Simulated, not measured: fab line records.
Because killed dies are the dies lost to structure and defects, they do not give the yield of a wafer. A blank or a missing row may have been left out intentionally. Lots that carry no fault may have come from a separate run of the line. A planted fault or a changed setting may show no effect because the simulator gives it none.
Which of the tools did it? -- flow sky130 -- Sampling: 13 lots, 39 wafers, 5 of 708 route steps

## WHAT THE GAUGES READ, wafer by wafer
SKY_LDD_HVP_TW_MEAS_10. Usual: LDD_HVP_TW typically reads 456, with standard deviation 3.8.
lot,measured,on,LDD_HVP_TW,flag
L814,day 22 18:19,filmMetro-01,460 458 458,
L815,day 22 19:22,filmMetro-02,453 452 452,
L817,day 22 20:05,filmMetro-01,458 457 456,
L816,day 22 21:11,filmMetro-01,459 459 458,
L820,day 24 22:49,filmMetro-01,452 453 454,
L822,day 25 01:40,filmMetro-02,453 454 452,
L825,day 25 16:30,filmMetro-03,459 459 462,
L829,day 26 21:13,filmMetro-02,404 401 404,OFF
L831,day 27 19:13,filmMetro-01,412 414 414,OFF
L832,day 27 23:18,filmMetro-02,405 408 405,OFF
L833,day 28 15:54,filmMetro-02,454 454 454,
L835,day 29 06:55,filmMetro-01,457 460 456,
L836,day 29 13:42,filmMetro-03,456 460 460,

SKY_METAL2_OVL_MEAS_16. Usual: METAL2_OVL typically reads 0 nm, with standard deviation 7.
lot,measured,on,METAL2_OVL (nm),flag
L814,day 36 04:11,overlay-02,-13 -19 -17,
L815,day 36 06:31,overlay-01,8 9 8,
L817,day 36 07:11,overlay-02,1 9 -1,
L816,day 36 08:08,overlay-02,-10 7 -7,
L820,day 38 04:46,overlay-02,5 -1 -1,
L822,day 38 06:52,overlay-02,0 9 2,
L825,day 38 17:32,overlay-01,7 -1 4,
L829,day 39 17:54,overlay-01,-5 -5 2,
L831,day 40 11:35,overlay-01,3 9 3,
L832,day 40 15:23,overlay-02,-4 2 1,
L833,day 41 06:53,overlay-02,-1 3 -5,
L835,day 41 18:59,overlay-02,5 -3 -4,
L836,day 41 22:44,overlay-02,9 6 20,

## WHICH TOOL RAN EACH LOT (tool, then ch and the chambers of the sampled wafers, then the start)
lot,SKY_LDD_HVP_IMPLANT_08,SKY_CONTACT_ETCH_17,SKY_METAL1_SPUTTER_04
L814,"implanter-02 ch 0, day 22 18:06","rieDiel-01 ch 0,1,2, day 32 14:46","pvdSputter-03, day 32 16:12"
L815,"implanter-02 ch 0, day 22 19:07","rieDiel-02 ch 0,1,2, day 32 16:28","pvdSputter-04, day 32 17:54"
L817,"implanter-01 ch 0, day 22 19:52","rieDiel-01 ch 1,2, day 32 18:31","pvdSputter-01, day 32 19:59"
L816,"implanter-01 ch 0, day 22 20:59","rieDiel-04 ch 1,2,3, day 32 18:43","pvdSputter-03, day 32 20:08"
L820,"implanter-01 ch 0, day 24 22:34","rieDiel-04 ch 0,2,3, day 34 18:37","pvdSputter-01, day 34 20:05"
L822,"implanter-02 ch 0, day 25 01:25","rieDiel-04 ch 0,3, day 34 19:55","pvdSputter-01, day 34 21:20"
L825,"implanter-01 ch 0, day 25 16:15","rieDiel-04 ch 0,1,2, day 35 06:07","pvdSputter-01, day 35 07:35"
L829,"implanter-02 ch 0, day 26 20:59","rieDiel-01 ch 0,1,3, day 36 09:25","pvdSputter-01, day 36 10:50"
L831,"implanter-02 ch 0, day 27 18:58","rieDiel-02 ch 0,2, day 37 04:22","pvdSputter-01, day 37 05:47"
L832,"implanter-02 ch 0, day 27 23:03","rieDiel-01 ch 0,3, day 37 07:58","pvdSputter-03, day 37 09:24"
L833,"implanter-01 ch 0, day 28 15:39","rieDiel-01 ch 0,3, day 38 00:31","pvdSputter-03, day 38 01:58"
L835,"implanter-04 ch 0, day 29 06:40","rieDiel-01 ch 1,2, day 38 12:25","pvdSputter-04, day 38 13:50"
L836,"implanter-04 ch 0, day 29 13:27","rieDiel-01 ch 0,1,2, day 38 17:07","pvdSputter-04, day 38 18:34"
- SKY_LDD_HVP_IMPLANT_08
- SKY_CONTACT_ETCH_17: etches SiO2 in C4F8/O2/Ar, stops on Si3N4, target depth 340 nm.
- SKY_METAL1_SPUTTER_04: material TiN, target thk 70 nm, time 58.3 s.

## WHAT THE TOOLS THEMSELVES READ (means of the sampled wafers that have a number; where no wafer has one, the mark that the record gives instead)
SKY_LDD_HVP_IMPLANT_08. Usual: beamEnergyKeV 20.000, standard deviation 0.0064; tiltDeg 17.899 degrees, standard deviation 0.022.
lot,tool,beamEnergyKeV,tiltDeg (degrees),flag
L814,implanter-02,20.001,17.887,
L815,implanter-02,19.990,17.908,
L817,implanter-01,19.997,17.903,
L816,implanter-01,20.002,17.913,
L820,implanter-01,19.999,17.883,
L822,implanter-02,19.992,17.844,
L825,implanter-01,20.003,17.909,
L829,implanter-02,20.002,0.034,OFF
L831,implanter-02,20.005,0.003,OFF
L832,implanter-02,19.995,0.006,OFF
L833,implanter-01,20.009,17.895,
L835,implanter-04,19.992,17.899,
L836,implanter-04,19.999,17.912,

SKY_CONTACT_ETCH_17. Usual: oesProductAu at 0.891 a.u., with a standard deviation of 0.0047.
lot,tool,oesProductAu (a.u.),flag
L814,rieDiel-01,0.894,
L815,rieDiel-02,0.895,
L817,rieDiel-01,0.890,
L816,rieDiel-04,0.892,
L820,rieDiel-04,0.895,
L822,rieDiel-04,0.888,
L825,rieDiel-04,0.893,
L829,rieDiel-01,0.888,
L831,rieDiel-02,0.892,
L832,rieDiel-01,0.892,
L833,rieDiel-01,0.891,
L835,rieDiel-01,0.893,
L836,rieDiel-01,0.893,

SKY_METAL1_SPUTTER_04. Usual: throttleValvePct at 30.4 %, with a standard deviation of 0.84.
lot,tool,throttleValvePct (%),flag
L814,pvdSputter-03,30.5,
L815,pvdSputter-04,30.1,
L817,pvdSputter-01,30.0,
L816,pvdSputter-03,30.4,
L820,pvdSputter-01,30.2,
L822,pvdSputter-01,30.2,
L825,pvdSputter-01,30.8,
L829,pvdSputter-01,30.7,
L831,pvdSputter-01,30.9,
L832,pvdSputter-03,30.1,
L833,pvdSputter-03,30.4,
L835,pvdSputter-04,30.8,
L836,pvdSputter-04,30.7,

## THE ANSWER, worked out from the rows above alone
Rule: a lot counts as off when the mean over its wafers that have a number is more than 3 standard deviations away from the usual mean. A lot without any number at a reading at which 4 lots or more have one is off too. Any other lot the step has rows for is counted as sound. Order of review: gauges by route order, followed by the tools' own readings, for which a lot's mean as printed above is used. The first step at which some lot is off is used, and at that step the reading that is off furthest; a lot without a number counts as furthest.
Off: L829, L831, L832, seen at SKY_LDD_HVP_TW_MEAS_10 (LDD_HVP_TW).
If a tool, at a process step before that reading, ran all the lots that are off and no sound lot after the first of them, it fits. Not tried: the gauges at SKY_LDD_HVP_TW_MEAS_10; whatever is off there is also off at SKY_LDD_HVP_IMPLANT_08, on other tools, and gauge error can't account for it. One fits: SKY_LDD_HVP_IMPLANT_08 on implanter-02. A fault onset in the window from L822 (day 25 01:25, its last sound lot) to L829 (day 26 20:59, its first lot off) fits.
The tool's own readings at SKY_LDD_HVP_IMPLANT_08 bear it out: on the lots that are off they differ by more than 5 times the standard deviation of the sound lots' means. tiltDeg reads 0.014 degrees there against 17.895 degrees on the sound lots.

## WHAT WAS PUT IN BY THE SIMULATOR
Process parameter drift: implanter-02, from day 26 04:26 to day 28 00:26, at SKY_LDD_HVP_IMPLANT_08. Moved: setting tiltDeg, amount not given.
Lots struck among those shown: L829, L831, L832. The rule above found the same.
